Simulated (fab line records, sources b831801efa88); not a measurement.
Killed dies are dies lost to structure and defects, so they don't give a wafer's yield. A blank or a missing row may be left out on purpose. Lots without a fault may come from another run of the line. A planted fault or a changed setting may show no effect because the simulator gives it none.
Which tool did it? | flow gf180mcu | 6 lots, 17 wafers sampled, at 3 steps of a route of 602

WHAT THE GAUGES READ, wafer by wafer
GF_PSD_RS_MEAS_14: measures by four-point-probe.
lot  | measured     | on            | NSD_RS (ohm/sq)
L798 | day 15 14:20 | film_metro-03 | 46.05 46.02 46.23
L802 | day 16 20:58 | film_metro-01 | 46.13 45.99 45.97
L805 | day 18 06:22 | film_metro-01 | 46.08 46.12 46.06
L808 | day 18 19:41 | film_metro-01 | 46.03 46.03 45.94
L809 | day 19 17:52 | film_metro-02 | 46.21 45.08 46.14
L811 | day 20 03:01 | film_metro-02 | 46.11 44.95

WHICH TOOL RAN EACH LOT (tool, then ch and the chambers of the sampled wafers, then the start)
lot  | GF_NSD_IMPLANT_09               | GF_NSD_STRIP_11
L798 | implanter-04 ch 0, day 14 16:29 | plasma_asher-04 ch 0,1, day 14 16:47
L802 | implanter-02 ch 0, day 15 21:32 | plasma_asher-04 ch 0,1, day 15 21:49
L805 | implanter-02 ch 0, day 17 06:05 | plasma_asher-02 ch 0,1, day 17 06:22
L808 | implanter-03 ch 0, day 17 18:39 | plasma_asher-03 ch 0,1, day 17 18:56
L809 | implanter-03 ch 0, day 18 15:57 | plasma_asher-02 ch 0,1, day 18 16:14
L811 | implanter-03 ch 0, day 19 01:15 | plasma_asher-04 ch 0, day 19 01:32
- GF_NSD_IMPLANT_09
- GF_NSD_STRIP_11: strips in O2/N2.

THE ANSWER, worked out from the rows above alone
Rule: what is usual is taken from the lots themselves. Put in order of their means at a reading, lots are off if they are a third of the lots or fewer, leave a main group of 4 or more, and stand apart from it by a gap of 3 or more times the standard deviation of the main group's means; of several such gaps the widest counts. A main group whose means are all the same, to the digits that the tables above print for the reading, isn't used. A lot without any number at a reading at which 4 lots or more have one is off too. The other lots that the step has rows for count as sound.
Off: L809, L811, at GF_PSD_RS_MEAS_14 (NSD_RS). The main group: mean 46.05 ohm/sq, standard deviation 0.041.
A tool fits if, at a process step before that reading, it ran every lot that is off, and no sound lot after the first of them. The gauges at GF_PSD_RS_MEAS_14 are tried like those tools. Can't be told from this: 2 tools fit, implanter-03 at GF_NSD_IMPLANT_09, film_metro-02 at GF_PSD_RS_MEAS_14.

WHAT THE SIMULATOR HAD PUT IN
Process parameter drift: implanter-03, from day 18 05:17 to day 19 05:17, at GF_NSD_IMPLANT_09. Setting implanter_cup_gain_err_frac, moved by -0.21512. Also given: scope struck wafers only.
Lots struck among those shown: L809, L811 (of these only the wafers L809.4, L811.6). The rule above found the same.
